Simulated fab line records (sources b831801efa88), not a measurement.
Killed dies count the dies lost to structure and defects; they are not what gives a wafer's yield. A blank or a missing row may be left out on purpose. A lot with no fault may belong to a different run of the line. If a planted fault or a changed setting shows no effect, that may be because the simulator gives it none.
Comparing a struck lot with a sound one    flow sky130    18 steps out of a route of 708
Sound: wafers L547.1, L547.3, L547.6. Wafers struck: L534.1, L534.5, L534.6. Last of all comes the cause.
Order at every step that has rows: each side's tool, ch and its chambers, its first start. Under that, the readings that differ: sound wafers    struck wafers    difference of the means    sigmas: that difference in standard deviations of wafers without a fault.
alike: words and numbers the same on both sides, and readings whose means are apart by under 2 such deviations; not compared: readings that were withheld, readings missing a value for some wafer, numbers with overlapping values and no deviation given by the record, and bounds like >300 which may hide the same value.
A row with sigmas, a row that says differs or no value, or rows on one side alone: a step with any of these is where the two part. Numbers that don't overlap but have no deviation are shown without sigmas and don't part them. A reading missing from all wafers of one side parts the sides only when that side holds two or more wafers.

first, 2 steps without rows for these wafers: SKY_GATE_OXIDE_CLEAN_00 (cleans in SC1/SC2, time 150 s); SKY_GATE_OXIDE_OXIDATION_01 (stabilise 600 s, purge 300 s, target thk 10.268 nm).
SKY_GATE_OXIDE_THK_MEAS_02:
  sound on film_metro-03, day 20 10:30; struck on film_metro-01, day 15 11:10
  alike: GATE_OXIDE_OXIDATION_00_THK
then, 7 steps without rows for these wafers: SKY_GATE_OXIDE_DEHYDRATE_03 (time 60 s); SKY_GATE_OXIDE_HMDS_04 (prime time 60 s); SKY_GATE_OXIDE_COAT_05 (resist thk 1140 nm); SKY_GATE_OXIDE_SOFTBAKE_06 (time 60 s); SKY_GATE_OXIDE_EXPOSE_07 (exposes mask LVOM, target cd 600 nm); SKY_GATE_OXIDE_PEB_08; SKY_GATE_OXIDE_DEVELOP_09 (develop time 60 s).
SKY_GATE_OXIDE_OVL_MEAS_10:
  sound on overlay-01, day 21 17:10; struck on overlay-02, day 16 14:46
  alike: GATE_OXIDE_OVL
after that, 1 step had no rows for these wafers: SKY_GATE_OXIDE_IMPLANT_11.
SKY_GATE_OXIDE_WET_ETCH_12: etches SiO2 in dHF, target depth 16.8 nm, time 336 s.
  sound on wet_bench-04 ch 0, day 21 17:21; struck on wet_bench-01 ch 2, day 16 14:57
reading                                     sound              struck             difference  sigmas
run_length_s (s)                            368 368 368        156 156 156        -212        -64
model.SiO2_of_FIELD_ISO_CVD_24.thk_nm (nm)  365.6 364.4 365.8  375.4 375.3 375.2  +10.0       
  alike: bath_heat_duty_pct
SKY_GATE_OXIDE_STRIP_13: strips in O2/N2.
  sound on plasma_asher-04 ch 0,1, day 21 17:28; struck on plasma_asher-04 ch 0,1, day 16 15:04
reading                       sound              struck             difference  sigmas
strip_time_to_endpoint_s (s)  14.25 14.28 14.21  14.10 14.10 14.10  -0.15       -4
  alike: drypump_motor_current_A, oes_product_au
  not compared: rf_hours_counter_h
SKY_GATE_OXIDE_TW_MEAS_14:
  sound on film_metro-03, day 21 17:34; struck on film_metro-02, day 16 15:10
  alike: GATE_OXIDE_TW
SKY_GATE_OXIDE_CLEAN_15: cleans in SC1/SC2, time 150 s.
  sound on wet_bench-02 ch 0, day 21 17:37; struck on wet_bench-04 ch 0, day 16 15:13
reading                                     sound              struck             difference  sigmas
bath_heat_duty_pct (%)                      14.4 14.7 14.9     12.7 11.3 11.4     -2.9        -2
model.SiO2_of_FIELD_ISO_CVD_24.thk_nm (nm)  364.9 363.7 365.1  374.7 374.7 374.6  +10.1       
then, 1 step without rows for these wafers: SKY_GATE_OXIDE_OXIDATION_16 (stabilise 600 s, purge 300 s, target thk 3.57 nm).
-- here the record skips 31 days between the struck wafers' starts before and after, leaving off in module GATE_OXIDE and picking up in module PAD_OPEN (first step shown: number 708 of the route) --
SKY_PAD_OPEN_PROBE_99:
  sound on prober-01, day 50 17:12; struck on prober-02, day 47 18:24
reading              sound      struck       difference  sigmas
killed_at_front_end  16 16 18   423 420 414  +402        +98
killed_dies          78 110 90  492 492 492  +399        +42
killed_on_rim        15 22 18   96 96 96     +78         +20
  alike: killed_at_M0_to_M3, killed_at_M4_up, killed_at_contacts, killed_at_other, killed_open, killed_short

== WHERE THEY PART ==
At SKY_GATE_OXIDE_WET_ETCH_12 first; at SKY_PAD_OPEN_PROBE_99 last (within this record only).

WHY: what the simulator had put in
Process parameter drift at SKY_GATE_OXIDE_WET_ETCH_12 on wet_bench-01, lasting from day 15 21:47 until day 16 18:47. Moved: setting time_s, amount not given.
